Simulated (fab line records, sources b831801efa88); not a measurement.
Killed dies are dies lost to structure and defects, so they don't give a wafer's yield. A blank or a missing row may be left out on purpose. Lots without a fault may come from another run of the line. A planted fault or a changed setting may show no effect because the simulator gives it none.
Which tool did it? | flow gf180mcu | 14 lots, 42 wafers sampled, at 6 steps of a route of 602

WHAT THE GAUGES READ, wafer by wafer
GF_MVSD_TW_MEAS_11.
lot  | measured    | on            | MVSD_TW
L640 | day 4 12:35 | film_metro-03 | 1579 1576 1580
L641 | day 4 19:08 | film_metro-03 | 1582 1581 1571
L642 | day 4 23:23 | film_metro-01 | 1597 1591 1603
L643 | day 5 06:57 | film_metro-01 | 1601 1596 1597
L644 | day 5 13:10 | film_metro-03 | 1595 1598 1596
L645 | day 5 15:58 | film_metro-01 | 1602 1597 1599
L646 | day 5 19:05 | film_metro-03 | 1595 1598 1600
L647 | day 6 02:17 | film_metro-01 | 1600 1591 1599
L648 | day 6 09:04 | film_metro-02 | 1570 1572 1578
L649 | day 6 12:23 | film_metro-02 | 1574 1576 1570
L650 | day 6 23:08 | film_metro-01 | 1587 1598 1598
L656 | day 8 13:46 | film_metro-01 | 1594 1594 1607
L657 | day 8 23:35 | film_metro-02 | 1563 1570 1571
L658 | day 9 00:56 | film_metro-02 | 1567 1575 1570

GF_HV_LDD_TW_MEAS_11.
lot  | measured     | on            | HV_LDD_TW
L640 | day 10 00:59 | film_metro-03 | 2419 2418 2418
L641 | day 10 08:16 | film_metro-03 | 2436 2425 2447
L642 | day 10 14:22 | film_metro-02 | 2365 2386 2392
L643 | day 11 00:37 | film_metro-03 | 2443 2425 2428
L644 | day 11 07:44 | film_metro-03 | 2444 2431 2442
L645 | day 11 13:53 | film_metro-01 | 2447 2447 2435
L646 | day 11 18:42 | film_metro-03 | 2432 2441 2427
L647 | day 12 01:37 | film_metro-02 | 2389 2392 2384
L648 | day 12 11:34 | film_metro-02 | 2375 2386 2393
L649 | day 12 17:05 | film_metro-03 | 2438 2443 2442
L650 | day 13 05:10 | film_metro-02 | 2407 2405 2402
L656 | day 15 09:25 | film_metro-02 | 1870 1880 1867 1878 1878 1870
L657 | day 15 23:34 | film_metro-03 | 1906 1906 1905 1900 1909 1902
L658 | day 15 21:41 | film_metro-03 | 1903 1907 1899 1904 1899 1900

GF_HV_LDD_RS_MEAS_53: measures by four-point-probe.
lot  | measured     | on            | HV_LDD_RS (ohm/sq)
L640 | day 12 10:14 | film_metro-02 | 419.8 419.9 420.8
L641 | day 12 17:44 | film_metro-01 | 420.0 418.6 418.9
L642 | day 13 00:19 | film_metro-03 | 420.8 419.6 419.1
L643 | day 13 11:41 | film_metro-02 | 420.6 420.0 420.1
L644 | day 13 19:46 | film_metro-02 | 419.7 419.8 419.9
L645 | day 14 02:07 | film_metro-02 | 420.5 421.0 419.8
L646 | day 14 07:17 | film_metro-01 | 420.2 419.2 419.1
L647 | day 14 16:00 | film_metro-02 | 420.1 418.8 419.8
L648 | day 15 01:47 | film_metro-03 | 417.9 417.7 416.5
L649 | day 15 08:37 | film_metro-03 | 417.6 418.0 417.2
L650 | day 15 21:50 | film_metro-03 | 418.2 418.0 417.9
L656 | day 18 06:37 | film_metro-01 | 359.2 359.2 358.7 358.2 359.4 358.7
L657 | day 18 22:20 | film_metro-02 | 358.8 359.3 358.9 359.3 359.0 359.8
L658 | day 18 20:10 | film_metro-02 | 359.5 360.4 358.8 359.3 359.1 358.6

GF_NSD_TW_MEAS_12.
lot  | measured     | on            | NSD_TW
L640 | day 13 08:49 | film_metro-04 | 4235 4244 4213
L641 | day 13 16:51 | film_metro-01 | 4272 4287 4283
L642 | day 14 00:19 | film_metro-01 | 4229 4228 4255
L643 | day 14 10:49 | film_metro-04 | 4243 4261 4254
L644 | day 14 19:07 | film_metro-04 | 4259 4256 4267
L645 | day 15 02:21 | film_metro-01 | 4240 4252 4254
L646 | day 15 08:22 | film_metro-01 | 4238 4261 4284
L647 | day 15 16:52 | film_metro-01 | 4255 4238 4246
L648 | day 16 02:31 | film_metro-04 | 4199 4212 4200
L649 | day 16 10:04 | film_metro-04 | 4171 4184 4167
L650 | day 17 00:24 | film_metro-01 | 4260 4296 4269

WHICH TOOL RAN EACH LOT (tool, then ch and the chambers of the sampled wafers, then the start)
lot  | GF_HV_LDD_IMPLANT_09            | GF_HV_LDD_RTA_52
L640 | implanter-03 ch 0, day 10 00:46 | rtp_anneal-01 ch 0, day 12 10:08
L641 | implanter-03 ch 0, day 10 08:01 | rtp_anneal-02 ch 0, day 12 17:40
L642 | implanter-03 ch 0, day 10 14:07 | rtp_anneal-02 ch 0, day 13 00:15
L643 | implanter-03 ch 0, day 11 00:23 | rtp_anneal-02 ch 0, day 13 11:37
L644 | implanter-02 ch 0, day 11 07:29 | rtp_anneal-02 ch 0, day 13 19:42
L645 | implanter-03 ch 0, day 11 13:38 | rtp_anneal-02 ch 0, day 14 02:03
L646 | implanter-03 ch 0, day 11 18:28 | rtp_anneal-01 ch 0, day 14 07:13
L647 | implanter-03 ch 0, day 12 01:22 | rtp_anneal-02 ch 0, day 14 15:52
L648 | implanter-02 ch 0, day 12 11:19 | rtp_anneal-02 ch 0, day 15 01:43
L649 | implanter-02 ch 0, day 12 16:52 | rtp_anneal-02 ch 0, day 15 08:31
L650 | implanter-03 ch 0, day 13 04:55 | rtp_anneal-01 ch 0, day 15 21:46
L656 | implanter-03 ch 0, day 15 09:10 | rtp_anneal-01 ch 0, day 18 06:33
L657 | implanter-02 ch 0, day 15 23:20 | rtp_anneal-02 ch 0, day 18 22:16
L658 | implanter-03 ch 0, day 15 21:26 | rtp_anneal-02 ch 0, day 18 20:06
- GF_HV_LDD_IMPLANT_09
- GF_HV_LDD_RTA_52: time 10 s.

WHAT THE TOOLS THEMSELVES READ (means of the sampled wafers that have a number; where no wafer has one, the mark that the record gives instead)
GF_HV_LDD_RTA_52.
lot  | tool          | lamp_power_pct (%) | wafer_temp_C_max
L640 | rtp_anneal-01 | 33.6               | 1003.1
L641 | rtp_anneal-02 | 36.5               | 1004.6
L642 | rtp_anneal-02 | 36.5               | 1005.0
L643 | rtp_anneal-02 | 36.5               | 1003.7
L644 | rtp_anneal-02 | 36.4               | 1004.1
L645 | rtp_anneal-02 | 36.5               | 1003.8
L646 | rtp_anneal-01 | 33.6               | 1003.4
L647 | rtp_anneal-02 | 36.5               | 1006.1
L648 | rtp_anneal-02 | 36.5               | 1003.9
L649 | rtp_anneal-02 | 36.5               | 1003.8
L650 | rtp_anneal-01 | 33.6               | 1002.7
L656 | rtp_anneal-01 | 33.7               | 1004.1
L657 | rtp_anneal-02 | 36.5               | 1004.4
L658 | rtp_anneal-02 | 36.4               | 1004.5

THE ANSWER, worked out from the rows above alone
Rule: what is usual is taken from the lots themselves. Put in order of their means at a reading, lots are off if they are a third of the lots or fewer, leave a main group of 4 or more, and stand apart from it by a gap of 3 or more times the standard deviation of the main group's means; of several such gaps the widest counts. A main group whose means are all the same, to the digits that the tables above print for the reading, isn't used. A lot without any number at a reading at which 4 lots or more have one is off too. The other lots that the step has rows for count as sound. The gauges are gone through in route order, then the tools' own readings, and for those a lot's mean is taken as printed above. The first step at which some lot is off is used, and at that step the reading that is off furthest; a lot without a number counts as furthest.
Off: L656, L657, L658, at GF_HV_LDD_TW_MEAS_11 (HV_LDD_TW). The main group: mean 2418, standard deviation 23.
A tool fits if, at a process step before that reading, it ran every lot that is off, and no sound lot after the first of them. The gauges at GF_HV_LDD_TW_MEAS_11 are tried like those tools. None of those tried fits.

WHAT THE SIMULATOR HAD PUT IN
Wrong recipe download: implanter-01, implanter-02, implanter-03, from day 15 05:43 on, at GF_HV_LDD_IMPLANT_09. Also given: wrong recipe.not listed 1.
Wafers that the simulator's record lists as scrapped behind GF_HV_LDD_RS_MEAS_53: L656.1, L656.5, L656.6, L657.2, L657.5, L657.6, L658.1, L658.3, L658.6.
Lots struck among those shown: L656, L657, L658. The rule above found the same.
